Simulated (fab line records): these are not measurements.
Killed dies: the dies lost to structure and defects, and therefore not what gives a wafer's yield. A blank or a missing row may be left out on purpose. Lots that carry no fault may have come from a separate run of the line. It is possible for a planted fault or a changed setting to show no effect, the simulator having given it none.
Matching of chambers    flow sky130    4 sister chambers for SKY_CONTACT_CMP_27 on cmp-02
The step polishes, stops on SiO2, t overpolish 15 s, target thk 0 nm. 8 wafers are shown with their chamber, then 12 later ones without.

WAFERS WITH THEIR CHAMBER
wafer   chamber  motor_current_A (A)  time_to_endpoint_s (s)
L085.1  0        10.5                 82.1
L087.5  2        12.2                 80.3
L089.1  3        11.0                 84.4
L089.2  1        10.8                 80.6
L089.6  1        11.0                 78.5
L091.1  0        11.2                 79.4
L091.3  3        11.2                 82.6
L091.4  2        12.4                 76.5

WAFERS MISSING THEIR CHAMBER
wafer   motor_current_A (A)  time_to_endpoint_s (s)
L093.1  10.7                 81.9
L093.3  13.2                 80.2
L093.5  10.9                 81.5
L095.3  12.1                 81.8
L095.4  11.7                 83.2
L095.5  10.8                 81.4
L096.2  11.8                 82.5
L096.3  11.3                 82.2
L096.4  10.9                 83.4
L097.1  10.8                 83.8
L097.3  12.7                 81.7
L097.5  12.5                 82.8

CHAMBER TAKEN BY EACH
wafer   from the rows above                in truth
L093.1  can't be placed: 0 or 1 or 3       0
L093.3  2                                  2
L093.5  can't be placed: 0 or 1 or 3       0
L095.3  can't be placed: 2 or 3            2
L095.4  can't be placed: 3 or 2 or 0 or 1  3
L095.5  can't be placed: 0 or 1 or 3       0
L096.2  can't be placed: 3 or 2 or 0 or 1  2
L096.3  can't be placed: 3 or 0 or 1       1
L096.4  can't be placed: 3 or 0 or 1       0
L097.1  can't be placed: 3 or 0 or 1       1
L097.3  2                                  2
L097.5  2                                  2
Correct placement for 3 of the 12. Cannot be placed on the basis of these rows: 9; the candidates contain the true chamber in 9. 0 placed wrongly.
How it was worked out, from the rows above alone: a wafer's distance from a chamber is the root of the sum, over the readings, of the square of ((its reading less the chamber's mean) divided by the reading's scatter). The wafer belongs to the nearest chamber; if the next one is less than 2 further off, it can't be placed. The mean given for a chamber averages the wafers shown for that chamber. The scatter is the square root of a quotient: the sum, over the shown wafers, of each reading's squared deviation from its chamber's mean, divided by wafers minus chambers.
